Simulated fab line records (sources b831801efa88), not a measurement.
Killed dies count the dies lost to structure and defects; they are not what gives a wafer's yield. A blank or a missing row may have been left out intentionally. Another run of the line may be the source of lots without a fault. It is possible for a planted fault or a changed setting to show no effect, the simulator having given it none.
fab line records	flow sky130
[record] lots = 6	wafers = 18	last_day = 50
route steps=708 shown POLY_GATE@217 PAD_OPEN@708
lots that met no fault: from a run of the same line without faults
start_h: start of the lot's first displayed wafer, in hours after the record's first day	wait_h: hours since the lot's step before	" unchanged from the row above	L1.1+2: several wafers, shown together as one row	- no value, or no start given	* or withheld: withheld	< > ~ a bound
route shown NAME@n: names a module that has steps shown in the file, with the first one's number in the route	usual: mean and standard deviation over wafers with no fault	same: alike in all rows	chamber/n: place in a boat	sites: per-site readings	_std_site: the values' standard deviation	_edge_site: the outer-site mean with the inner-site mean subtracted	radius_mm: how far each site lies from the wafer's centre	mask NAME#n: copy n	behind: tool/chamber where the wafer was last shaped	hold: cause of the lot's hold/its duration in hours/its outcome	device: transistor that didn't switch, given as n, p or np	end of line: the route-end tests of the same wafers	for a step that has no rows: nothing shown but its recipe	killed: dies lost to structure and defects at the first sort, not the wafer's yield	map: a wafer's dies, x killed, . not, _ none there
set.NAME: the setting that was run; set.NAME@STEP: the one run at that earlier step	model.NAME: the simulator's own value behind a step, which no gauge read
a table for each step, a row for each wafer; lots at some steps of the route
services: the hour from which a tool's chamber was out of use, counted from the record's first day as start_h (under 0 if before that day), plus the number of hours and why
[[steps]]
[step SKY_POLY_GATE_CVD_03]
[recipe] material = Si3N4	precursor = DCS/NH3	target_thk_nm = 75	temp_c = 770	time_s = 1290	pressure_mtorr = 250
[step SKY_POLY_GATE_THK_MEAS_04]
[recipe] reads = Si3N4_of_POLY_GATE_CVD_03
[usual] POLY_GATE_CVD_03_THK = 74.8/0.7
lot.wafer	tool	chamber	start_h	wait_h	POLY_GATE_CVD_03_THK[nm]
L376.1	film_metro-03	-	352.44	0.0	74.9
L376.3	"	-	"	"	74.5
L376.5	"	-	"	"	74.7
L380.1	film_metro-01	-	396.74	0.0	73.3
L380.3	"	-	"	"	73.8
L380.4	"	-	"	"	73.6
L388.2	film_metro-02	-	470.42	0.0	73.2
L388.4	"	-	"	"	74.5
L388.5	"	-	"	"	73.3
L389.2	film_metro-03	-	481.57	0.0	74.3
L389.4	"	-	"	"	74.2
L389.6	"	-	"	"	74.2
L390.1	film_metro-03	-	491.34	0.0	73.9
L390.2	"	-	"	"	74.7
L390.4	"	-	"	"	74.4
L396.2	film_metro-01	-	540.22	0.0	74.9
L396.3	"	-	"	"	74.4
L396.4	"	-	"	"	74.8
[step SKY_POLY_GATE_DEHYDRATE_05]
[recipe] temp_c = 200	time_s = 60
[step SKY_POLY_GATE_HMDS_06]
[recipe] prime_time_s = 60	prime_temp_c = 120
[step SKY_POLY_GATE_COAT_07]
[recipe] resist = BARC	temp_c = withheld	time_s = withheld	spin_rpm = 3000	resist_thk_nm = 110
[step SKY_POLY_GATE_COAT_08]
[recipe] resist = KrF-thick	spin_rpm = 3000	resist_thk_nm = 450
[step SKY_POLY_GATE_SOFTBAKE_09]
[recipe] temp_c = 100	time_s = 90	resist = KrF-thick
[step SKY_POLY_GATE_EXPOSE_10]
[recipe] mask_id = P1M	na = 0.68	source_shape = conventional	sigma_outer = 0.6	target_cd_nm = 150	dose_mj = 28
[step SKY_POLY_GATE_PEB_11]
[recipe] peb_temp_c = withheld	peb_time_s = withheld	resist = KrF-thick
[step SKY_POLY_GATE_DEVELOP_12]
[recipe] develop_time_s = 60	resist = KrF-thick	dev_temp_c = 21
[step SKY_POLY_GATE_CD_MEAS_13]
[recipe] target_cd_nm = 150
[usual] cd_nm = 150.3/1.4
lot.wafer	tool	chamber	start_h	wait_h	cd_nm
L376.1	cd_sem-02	-	380.15	-	152.1
L376.3	"	-	"	"	151.5
L376.5	"	-	"	"	151.0
L380.1	cd_sem-01	-	426.37	-	150.6
L380.3	"	-	"	"	149.3
L380.4	"	-	"	"	148.6
L388.2	cd_sem-02	-	500.47	-	152.0
L388.4	"	-	"	"	151.5
L388.5	"	-	"	"	151.6
L389.2	cd_sem-02	-	512.04	-	148.5
L389.4	"	-	"	"	149.7
L389.6	"	-	"	"	148.8
L390.1	cd_sem-01	-	522.05	-	149.6
L390.2	"	-	"	"	149.2
L390.4	"	-	"	"	149.3
L396.2	cd_sem-02	-	569.76	-	150.3
L396.3	"	-	"	"	151.5
L396.4	"	-	"	"	150.1
[step SKY_POLY_GATE_OVL_MEAS_14]
[usual] POLY_GATE_OVL = 1/5.9
lot.wafer	tool	chamber	start_h	wait_h	POLY_GATE_OVL[nm]
L376.1	overlay-01	-	380.27	0.1	-2
L376.3	"	-	"	"	0
L376.5	"	-	"	"	-7
L380.1	overlay-01	-	426.49	0.1	6
L380.3	"	-	"	"	3
L380.4	"	-	"	"	5
L388.2	overlay-02	-	500.57	0.1	1
L388.4	"	-	"	"	-4
L388.5	"	-	"	"	-2
L389.2	overlay-01	-	512.15	0.1	-8
L389.4	"	-	"	"	-4
L389.6	"	-	"	"	-10
L390.1	overlay-01	-	522.17	0.1	-3
L390.2	"	-	"	"	-2
L390.4	"	-	"	"	6
L396.2	overlay-01	-	569.87	0.1	-12
L396.3	"	-	"	"	-6
L396.4	"	-	"	"	-12
[step SKY_POLY_GATE_ETCH_15]
[recipe] chemistry = N2/H2	target = BARC	ion_energy_ev = 200	source_w = 500	bias_w = 100	pressure_mtorr = 30	n2_flow_sccm = 100	h2_flow_sccm = 200	stop_on = SiO2	time_s = 118.5	target_depth_a = 1100
[usual] bias_w = 100.01/0.29	drypump_motor_current_A = 5.7/0.38	oes_product_au = 0.716/0.0046	throttle_valve_pct = 13.213/0.0082
[same] time_s = 118.5
lot.wafer	tool	chamber	start_h	wait_h	bias_w	drypump_motor_current_A	oes_product_au	rf_hours_counter_h	throttle_valve_pct
L376.1	rie_diel-01	0	380.30	0.0	100.11	5.7	0.721	59	13.229
L376.3	"	3	"	"	100.08	6.7	0.724	90	13.222
L376.5	"	3	"	"	99.88	6.7	0.716	-	13.209
L380.1	rie_diel-02	2	426.53	0.0	99.83	5.6	0.723	84	13.212
L380.3	"	1	"	"	100.29	5.8	0.721	0	13.217
L380.4	"	3	"	"	99.98	5.5	0.711	89	13.209
L388.2	rie_diel-02	1	500.60	0.0	94.59	5.8	0.717	2	13.210
L388.4	"	3	"	"	94.97	5.5	0.714	91	13.215
L388.5	"	3	"	"	94.98	5.5	0.724	-	13.190
L389.2	rie_diel-03	0	512.18	0.0	99.44	6.1	0.715	52	13.199
L389.4	"	1	"	"	100.45	5.9	0.719	18	13.203
L389.6	"	3	"	"	100.07	5.5	0.720	-	13.218
L390.1	rie_diel-02	0	522.20	0.0	95.30	5.1	0.714	8	13.216
L390.2	"	2	"	"	95.10	5.6	0.707	86	13.207
L390.4	"	0	"	"	95.08	5.1	0.711	-	13.211
L396.2	rie_diel-03	0	569.90	0.0	99.87	6.1	0.711	54	13.216
L396.3	"	2	"	"	99.70	5.7	0.715	43	13.209
L396.4	"	3	"	"	100.21	5.5	0.716	15	13.225
[step SKY_POLY_GATE_ETCH_16]
[recipe] stop_on = poly-Si	chemistry = CH3F/O2	target = Si3N4	source_w = 400	bias_w = 80	pressure_mtorr = 25	ch3f_flow_sccm = 40	O2_flow_sccm = 30	time_s = 147.5	target_depth_a = 750
[usual] bias_w = 80.03/0.24	drypump_motor_current_A = 5.7/0.38	oes_product_au = 0.639/0.0054	throttle_valve_pct = 10.535/0.0092
[same] time_s = 147.5
lot.wafer	tool	chamber	start_h	wait_h	bias_w	drypump_motor_current_A	oes_product_au	rf_hours_counter_h	throttle_valve_pct
L376.1	rie_diel-01	0	380.39	0.0	80.18	5.8	0.638	59	10.553
L376.3	"	3	"	"	80.00	6.7	0.635	90	10.542
L376.5	"	3	"	"	79.96	6.7	0.636	-	10.515
L380.1	rie_diel-02	2	426.61	0.0	79.79	5.6	0.629	84	10.536
L380.3	"	1	"	"	80.03	5.8	0.637	0	10.542
L380.4	"	3	"	"	79.91	5.5	0.629	89	10.527
L388.2	rie_diel-02	1	500.69	0.0	80.16	5.8	0.632	2	10.539
L388.4	"	3	"	"	79.83	5.5	0.635	91	10.526
L388.5	"	3	"	"	80.08	5.5	0.632	-	10.526
L389.2	rie_diel-03	0	512.26	0.0	80.04	6.1	0.634	52	10.518
L389.4	"	1	"	"	79.92	5.9	0.639	18	10.523
L389.6	"	3	"	"	79.96	5.5	0.640	-	10.538
L390.1	rie_diel-02	0	522.29	0.0	80.20	5.1	0.637	8	10.526
L390.2	"	2	"	"	79.89	5.7	0.642	86	10.540
L390.4	"	0	"	"	79.57	5.1	0.633	-	10.547
L396.2	rie_diel-03	0	569.98	0.0	80.26	6.0	0.634	54	10.536
L396.3	"	2	"	"	79.79	5.7	0.633	43	10.536
L396.4	"	3	"	"	79.84	5.5	0.641	15	10.531
[step SKY_PAD_OPEN_PROBE_99]
[usual] killed_at_M0_to_M3 = 44/7.3	killed_at_M4_up = 3.1/1.6	killed_at_contacts = 24/5.4	killed_at_front_end = 15/4	killed_at_other = 0.2/0.49	killed_dies = 86/10	killed_open = 48/7.3	killed_short = 38/6.3
[same] gross_dies = 492	killed_at_back_side = 0
lot.wafer	tool	chamber	start_h	wait_h	killed_at_M0_to_M3	killed_at_M4_up	killed_at_contacts	killed_at_front_end	killed_at_other	killed_dies	killed_open	killed_short
L380.1	prober-02	-	1113.42	0.1	38	3	13	14	0	68	37	31
L380.3	prober-02	-	1113.52	0.2	39	2	15	14	0	70	41	29
L380.4	prober-02	-	1113.57	0.2	43	6	17	13	0	79	54	25
L388.2	prober-02	-	1161.03	0.1	42	1	17	7	0	67	36	31
L388.4	prober-02	-	1161.13	0.2	51	3	14	9	1	78	42	36
L388.5	prober-02	-	1161.18	0.2	34	2	15	11	0	62	31	31
L390.1	prober-02	-	1172.54	0.1	38	0	34	19	3	94	55	39
L390.2	prober-02	-	1172.59	0.1	48	3	22	17	0	90	54	36
L390.4	prober-02	-	1172.69	0.2	40	4	36	13	0	93	53	40
// killed by level:class
L380.1 VIA1:geometric_particle:open=12 VIA2:geometric_particle:open=5 LI_CONTACT:geometric_particle:open=4 CONTACT:geometric_particle:open=4 VIA1:geometric_particle:short=4 VIA3:geometric_particle:open=4 FIELD_ISO:geometric_particle:short=3 CONTACT:geometric_particle:short=3
L380.3 VIA1:geometric_particle:open=10 FIELD_ISO:geometric_particle:open=6 LI_CONTACT:geometric_particle:open=6 VIA1:geometric_particle:short=6 CONTACT:geometric_particle:open=5 VIA3:geometric_particle:short=4 POLY_GATE:geometric_particle:open=3 METAL3:geometric_particle:short=3
L380.4 VIA1:geometric_particle:open=11 LI_CONTACT:geometric_particle:open=9 VIA2:geometric_particle:open=8 FIELD_ISO:geometric_particle:open=5 POLY_GATE:geometric_particle:open=5 VIA1:geometric_particle:short=5 CONTACT:geometric_particle:open=4 METAL3:geometric_particle:short=4
L388.2 VIA1:geometric_particle:open=10 CONTACT:geometric_particle:open=7 METAL1:geometric_particle:short=7 METAL2:geometric_particle:short=6 LI_CONTACT:geometric_particle:open=5 VIA2:geometric_particle:open=5 VIA3:geometric_particle:open=4 CONTACT:geometric_particle:short=3
L388.4 VIA1:geometric_particle:open=16 METAL1:geometric_particle:short=8 VIA3:geometric_particle:open=7 CONTACT:geometric_particle:open=5 VIA1:geometric_particle:short=5 METAL2:geometric_particle:short=4 VIA2:geometric_particle:open=4 FIELD_ISO:geometric_particle:short=3
L388.5 METAL1:geometric_particle:short=7 CONTACT:geometric_particle:open=6 VIA2:geometric_particle:open=6 VIA1:geometric_particle:open=5 LI_CONTACT:geometric_particle:open=5 METAL3:geometric_particle:short=4 POLY_GATE:geometric_particle:open=3 LOCAL_INTERCONNECT:geometric_particle:short=3
L390.1 CONTACT:geometric_particle:open=13 LI_CONTACT:geometric_particle:open=8 VIA1:geometric_particle:open=8 FIELD_ISO:geometric_particle:short=7 METAL2:geometric_particle:short=7 VIA3:geometric_particle:open=6 LOCAL_INTERCONNECT:geometric_particle:short=5 POLY_GATE:geometric_particle:open=4
L390.2 VIA1:geometric_particle:open=12 METAL1:geometric_particle:short=8 CONTACT:geometric_particle:open=8 VIA2:geometric_particle:open=6 LI_CONTACT:geometric_particle:open=6 VIA3:geometric_particle:open=6 POLY_GATE:geometric_particle:open=5 VIA1:geometric_particle:short=5
L390.4 CONTACT:geometric_particle:open=15 VIA1:geometric_particle:open=12 METAL2:geometric_particle:short=8 LI_CONTACT:geometric_particle:open=7 CONTACT:geometric_particle:short=7 LOCAL_INTERCONNECT:geometric_particle:short=5 VIA2:geometric_particle:open=4 FIELD_ISO:geometric_particle:open=3
[[services]]
tool	chamber	start_h	hours	kind
rie_diel-01	2	373.82	6.8	repair
rie_diel-01	-	387.39	2.8	pm
rie_diel-02	1	403.26	8.6	repair
rie_diel-02	1	411.86	-	clean
rie_diel-02	1	411.86	14.6	scheduled_down
rie_diel-02	1	411.86	14.6	vent_cycle
rie_diel-02	-	426.09	0.4	repair
rie_diel-01	1	440.18	2.7	repair
rie_diel-01	0	444.23	5.9	repair
rie_diel-03	3	454.74	2.6	repair
rie_diel-02	-	462.98	0.2	repair
rie_diel-02	-	480.47	2.8	pm
rie_diel-01	3	490.28	-	clean
rie_diel-01	3	490.28	11.8	scheduled_down
rie_diel-03	-	493.20	1.6	repair
rie_diel-02	3	505.04	4.8	repair
rie_diel-02	3	516.31	-	clean
rie_diel-02	3	516.31	18.9	scheduled_down
rie_diel-02	3	516.31	18.9	vent_cycle
rie_diel-01	-	533.95	0.4	repair
rie_diel-02	2	536.94	-	clean
rie_diel-02	2	536.94	13.7	scheduled_down
rie_diel-02	2	536.94	13.7	vent_cycle
rie_diel-01	2	543.99	6.0	repair
[[key]]
[first_sign] step = SKY_POLY_GATE_ETCH_15	reading = bias_w	direction = down	sigmas = 17	usual = 100.01	struck = 95.01
effect none on later readings
met_at SKY_POLY_GATE_ETCH_15
struck_wafers L388.2,L388.4,L388.5,L390.1,L390.2,L390.4
tester_left_out L388,L390
onset_between 426.53 500.60
[fault] kind = process_parameter_drift	tool = rie_diel-02	chamber = -	onset_h = 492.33	steps = SKY_POLY_GATE_ETCH_15	channel = bias_w	offset = -4.9662	shape = step	end_h = 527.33	acts_in = these_recipes_only	stated = 100
// tester_left_out: of these lots the tester's yield and bins aren't shown, on N5 and GAA mostly nor the transistor test; their killed dies are dies lost to structure and defects alone, not to doping, threshold or leakage, so they don't give the yield
